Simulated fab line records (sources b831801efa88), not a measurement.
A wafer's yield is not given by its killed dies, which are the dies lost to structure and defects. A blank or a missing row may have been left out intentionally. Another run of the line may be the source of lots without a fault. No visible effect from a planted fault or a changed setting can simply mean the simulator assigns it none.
What tool caused it?	flow sky130	24 lots, 72 wafers sampled, at 6 steps of a route of 708

WHAT THE GAUGES SHOWED, per wafer
SKY_LI_CONTACT_CD_MEAS_12: the cd target is 170 nm.
lot	measured	on	cd-nm (nm)
L074	day 29 08:21	cd-sem-02	170.9 171.4 172.2
L075	day 29 13:57	cd-sem-02	168.8 169.0 166.3
L076	day 29 23:57	cd-sem-01	168.6 169.9 169.0
L078	day 30 09:15	cd-sem-01	170.3 170.1 171.6
L077	day 30 11:25	cd-sem-02	170.4 171.6 170.7
L079	day 31 06:22	cd-sem-01	168.0 170.3 168.6
L080	day 31 09:35	cd-sem-01	170.1 169.3 169.8
L081	day 31 17:59	cd-sem-01	169.4 170.5 170.2
L082	day 31 20:23	cd-sem-02	171.8 170.9 172.2
L083	day 32 04:08	cd-sem-01	171.0 171.4 169.8
L084	day 32 21:13	cd-sem-02	171.3 169.6 171.5
L085	day 32 22:31	cd-sem-01	169.7 169.7 169.7
L086	day 33 08:42	cd-sem-02	171.6 170.1 169.8
L087	day 33 16:07	cd-sem-01	168.9 170.9 169.2
L088	day 34 02:31	cd-sem-02	168.6 170.7 170.0
L089	day 34 11:05	cd-sem-01	168.3 168.6 169.4
L090	day 34 21:55	cd-sem-02	172.9 170.7 173.2
L091	day 34 22:26	cd-sem-02	169.9 170.4 169.7
L092	day 35 10:37	cd-sem-02	170.2 168.4 168.0
L093	day 35 19:37	cd-sem-01	169.9 169.7 170.1
L094	day 36 06:11	cd-sem-02	168.8 168.3 170.3
L097	day 36 16:58	cd-sem-02	169.6 169.3 168.9
L095	day 36 17:59	cd-sem-01	170.3 168.6 170.8
L096	day 36 20:19	cd-sem-01	170.7 170.5 170.0

SKY_LI_CONTACT_RS_MEAS_22: the measuring method here is four-point-probe.
lot	measured	on	LI_CONTACT_W_RS (ohm/sq)
L074	day 29 09:11	film-metro-02	0.285 0.286 0.286
L075	day 29 14:47	film-metro-02	0.286 0.281 0.295
L076	day 30 00:49	film-metro-04	0.284 0.285 0.279
L078	day 30 10:05	film-metro-02	0.288 0.285 0.285
L077	day 30 12:15	film-metro-04	0.283 0.279 0.280
L079	day 31 07:19	film-metro-04	0.286 0.290 0.286
L080	day 31 10:34	film-metro-03	0.283 0.285 0.283
L081	day 31 18:50	film-metro-02	0.289 0.285 0.289
L082	day 31 21:13	film-metro-02	0.279 0.284 0.283
L083	day 32 04:59	film-metro-02	0.287 0.285 0.286
L084	day 32 22:03	film-metro-02	0.285 0.284 0.286
L085	day 32 23:21	film-metro-03	0.283 0.292 0.289
L086	day 33 09:37	film-metro-02	0.285 0.283 0.289
L087	day 33 16:58	film-metro-04	0.283 0.289 0.283
L088	day 34 03:21	film-metro-03	0.286 0.289 0.287
L089	day 34 11:56	film-metro-02	0.282 0.282 0.288
L090	day 34 22:45	film-metro-04	0.284 0.289 0.283
L091	day 34 23:16	film-metro-03	0.284 0.288 0.282
L092	day 35 11:28	film-metro-03	0.291 0.288 0.286
L093	day 35 20:27	film-metro-02	0.289 0.286 0.289
L094	day 36 07:11	film-metro-04	0.286 0.284 0.285
L097	day 36 17:58	film-metro-02	0.290 0.291 0.289
L095	day 36 18:59	film-metro-04	0.288 0.289 0.286
L096	day 36 21:19	film-metro-02	0.287 0.282 0.283

SKY_CAPM_OVL_MEAS_12.
lot	measured	on	CAPM_OVL (nm)
L074	day 37 17:14	overlay-02	0.2 1.2 -1.2
L075	day 37 22:23	overlay-02	-0.6 -0.2 -2.4
L076	day 38 06:50	overlay-01	0.2 -0.1 0.6
L078	day 38 16:05	overlay-02	-1.7 -1.9 -1.8
L077	day 38 20:38	overlay-02	0.5 -0.2 -0.9
L079	day 39 10:57	overlay-02	-0.5 -1.4 -0.2
L080	day 39 11:47	overlay-02	-1.7 -0.7 -3.3
L081	day 39 23:29	overlay-01	1.3 0.1 -1.6
L082	day 40 00:02	overlay-01	-2.2 -1.0 -1.4
L083	day 40 06:47	overlay-02	-2.7 0.4 -1.1
L084	day 40 22:22	overlay-01	-0.5 0.8 -1.7
L085	day 41 00:32	overlay-02	0.1 -0.6 -0.8
L086	day 41 08:59	overlay-02	-1.2 -4.6 -2.9
L087	day 41 12:35	overlay-02	-0.3 -0.3 -1.5
L088	day 41 23:56	overlay-02	0.5 1.0 1.7
L089	day 42 08:23	overlay-02	0.0 -1.2 -2.0
L090	day 42 17:49	overlay-01	1.1 0.7 1.6
L091	day 42 17:41	overlay-02	-0.5 -1.4 -1.2
L092	day 43 05:24	overlay-01	0.3 -0.8 -0.1
L093	day 43 13:31	overlay-01	-0.5 2.0 0.1
L094	day 43 20:06	overlay-01	-1.2 -1.2 -2.7
L097	day 44 08:12	overlay-02	-1.5 -4.7 -3.2
L095	day 44 09:44	overlay-02	0.7 -0.8 0.9
L096	day 44 12:51	overlay-02	-0.6 -1.6 -0.5

SKY_PAD_OPEN_BOW_MEAS_13.
lot	measured	on	PAD_OPEN_BOW (um)
L074	day 46 00:14	film-metro-01	46 49 47
L075	day 46 08:53	film-metro-02	55 54 48
L076	day 46 12:24	film-metro-01	44 46 39
L078	day 46 18:07	film-metro-01	49 58 64
L077	day 46 21:40	film-metro-01	47 58 55
L079	day 47 12:00	film-metro-02	64 55 52
L080	day 47 12:46	film-metro-02	56 63 43
L081	day 47 20:24	film-metro-03	38 33 53
L082	day 47 22:53	film-metro-01	46 45 39
L083	day 48 01:23	film-metro-03	52 40 48
L084	day 48 13:13	film-metro-02	31 25 41
L085	day 48 14:49	film-metro-03	42 37 45
L086	day 49 00:22	film-metro-03	53 47 59
L087	day 49 03:49	film-metro-01	45 43 32
L088	day 49 09:22	film-metro-02	43 46 39
L089	day 49 16:35	film-metro-01	54 48 55
L090	day 50 00:58	film-metro-01	39 48 30
L091	day 49 23:28	film-metro-03	42 53 49
L092	day 50 07:51	film-metro-03	58 66 66
L093	day 50 14:40	film-metro-01	40 31 35
L094	day 50 19:43	film-metro-01	38 44 46
L097	day 51 04:29	film-metro-02	42 33 33
L095	day 51 03:01	film-metro-03	68 52 44
L096	day 51 06:03	film-metro-01	57 39 35

WHAT TOOL EACH LOT RAN ON (gives the tool, then ch and the chambers of the sampled wafers, and finally the start)
lot	SKY_METAL2_METAL_ETCH_19	SKY_VIA2_CVD_21
L074	rie-metal-01 ch 0,1, day 35 09:41	cvd-w-01 ch 0,1, day 36 14:23
L075	rie-metal-04 ch 0, day 35 14:32	cvd-w-02 ch 0,1, day 36 19:28
L076	rie-metal-01 ch 0,1, day 35 23:44	cvd-w-02 ch 0,1, day 37 03:52
L078	rie-metal-01 ch 0,1, day 36 08:10	cvd-w-02 ch 0,1, day 37 12:44
L077	rie-metal-03 ch 0,1, day 36 13:17	cvd-w-02 ch 0,1, day 37 17:34
L079	rie-metal-03 ch 0, day 37 05:03	cvd-w-01 ch 0,1, day 38 09:20
L080	rie-metal-01 ch 0,1, day 37 06:35	cvd-w-02 ch 0,1, day 38 09:58
L081	rie-metal-03 ch 0, day 37 17:21	cvd-w-02 ch 0,1, day 38 21:45
L082	rie-metal-04 ch 0,1, day 37 18:13	cvd-w-02 ch 0,1, day 38 22:22
L083	rie-metal-03 ch 0, day 38 01:08	cvd-w-02 ch 0,1, day 39 04:37
L084	rie-metal-01 ch 1, day 38 18:52	cvd-w-01 ch 0, day 39 22:01
L085	rie-metal-03 ch 0, day 38 20:30	cvd-w-02 ch 0, day 39 23:37
L086	rie-metal-01 ch 1, day 39 05:01	cvd-w-02 ch 0,1, day 40 08:10
L087	rie-metal-04 ch 0,1, day 39 09:23	cvd-w-02 ch 0,1, day 40 11:52
L088	rie-metal-04 ch 0,1, day 39 19:35	cvd-w-02 ch 0,1, day 40 22:58
L089	rie-metal-04 ch 0,1, day 40 05:13	cvd-w-01 ch 1, day 41 07:40
L090	rie-metal-04 ch 0,1, day 40 15:29	cvd-w-02 ch 0,1, day 41 17:20
L091	rie-metal-03 ch 1, day 40 15:10	cvd-w-01 ch 1, day 41 17:02
L092	rie-metal-04 ch 0, day 41 02:55	cvd-w-01 ch 0,1, day 42 05:05
L093	rie-metal-03 ch 0,1, day 41 11:31	cvd-w-01 ch 1, day 42 13:26
L094	rie-metal-04 ch 0,1, day 41 19:46	cvd-w-01 ch 1, day 42 21:59
L097	rie-metal-04 ch 0,1, day 42 06:26	cvd-w-02 ch 0,1, day 43 07:55
L095	rie-metal-03 ch 0,1, day 42 06:31	cvd-w-02 ch 0,1, day 43 08:11
L096	rie-metal-03 ch 0,1, day 42 10:17	cvd-w-01 ch 0,1, day 43 11:49
- SKY_METAL2_METAL_ETCH_19: etches the open film in Cl2/BCl3, stops on SiO2, target depth 360 nm, time 78 s.
- SKY_VIA2_CVD_21: deposits W, target thk 420 nm, time 126.4 s.

AS READ BY THE TOOLS THEMSELVES (means over the sampled wafers that have a number; for cases with no such wafer, the mark the record gives instead)
SKY_METAL2_METAL_ETCH_19.
lot	tool	bias-w (W)	drypump-motor-current-A (A)	oes-product-au (a.u.)	throttle-valve-pct (%)
L074	rie-metal-01	48.52	5.6	0.849	22.257
L075	rie-metal-04	48.29	6.2	0.848	22.270
L076	rie-metal-01	48.48	5.9	0.859	22.265
L078	rie-metal-01	48.59	5.6	0.849	22.266
L077	rie-metal-03	48.51	5.6	0.857	22.261
L079	rie-metal-03	48.53	5.4	0.857	22.263
L080	rie-metal-01	48.49	5.9	0.857	22.268
L081	rie-metal-03	48.53	5.4	0.858	22.259
L082	rie-metal-04	48.44	5.3	0.854	22.266
L083	rie-metal-03	48.46	5.4	0.849	22.260
L084	rie-metal-01	48.42	5.2	0.849	22.268
L085	rie-metal-03	48.48	5.4	0.860	22.259
L086	rie-metal-01	48.42	5.2	0.856	22.263
L087	rie-metal-04	48.54	5.3	0.852	22.265
L088	rie-metal-04	48.41	5.3	0.856	22.268
L089	rie-metal-04	48.45	5.8	0.844	22.273
L090	rie-metal-04	48.45	5.8	0.857	22.259
L091	rie-metal-03	48.56	6.1	0.852	22.262
L092	rie-metal-04	48.45	6.2	0.856	22.265
L093	rie-metal-03	48.46	5.9	0.850	22.261
L094	rie-metal-04	48.45	5.8	0.848	22.266
L097	rie-metal-04	48.34	5.3	0.852	22.262
L095	rie-metal-03	48.32	5.9	0.863	22.263
L096	rie-metal-03	48.70	5.6	0.851	22.273

SKY_VIA2_CVD_21.
lot	tool	heater-power-w (W)
L074	cvd-w-01	874
L075	cvd-w-02	756
L076	cvd-w-02	800
L078	cvd-w-02	815
L077	cvd-w-02	757
L079	cvd-w-01	889
L080	cvd-w-02	816
L081	cvd-w-02	775
L082	cvd-w-02	755
L083	cvd-w-02	759
L084	cvd-w-01	860
L085	cvd-w-02	871
L086	cvd-w-02	771
L087	cvd-w-02	824
L088	cvd-w-02	765
L089	cvd-w-01	860
L090	cvd-w-02	758
L091	cvd-w-01	847
L092	cvd-w-01	846
L093	cvd-w-01	850
L094	cvd-w-01	839
L097	cvd-w-02	767
L095	cvd-w-02	767
L096	cvd-w-01	840

THE ANSWER, worked out from the rows above alone
Rule: the usual values come from the lots themselves. Put in order of their means at a reading, lots are off if they are a third of the lots or fewer, leave a main group of 4 or more, and stand apart from it by a gap of 3 or more times the standard deviation of the main group's means; of several such gaps the widest counts. A main group is skipped when, at the precision printed for the reading in the tables above, its means are all equal. A lot without any number at a reading at which 4 lots or more have one is off too. Any other lot the step has rows for is counted as sound. Order of review: gauges by route order, followed by the tools' own readings, for which a lot's mean as printed above is used. The first step at which some lot is off is used, and at that step the reading that is off furthest; a lot without a number counts as furthest.
None of the lots is off at any reading shown; this tells nothing.

WHAT WAS PUT IN BY THE SIMULATOR
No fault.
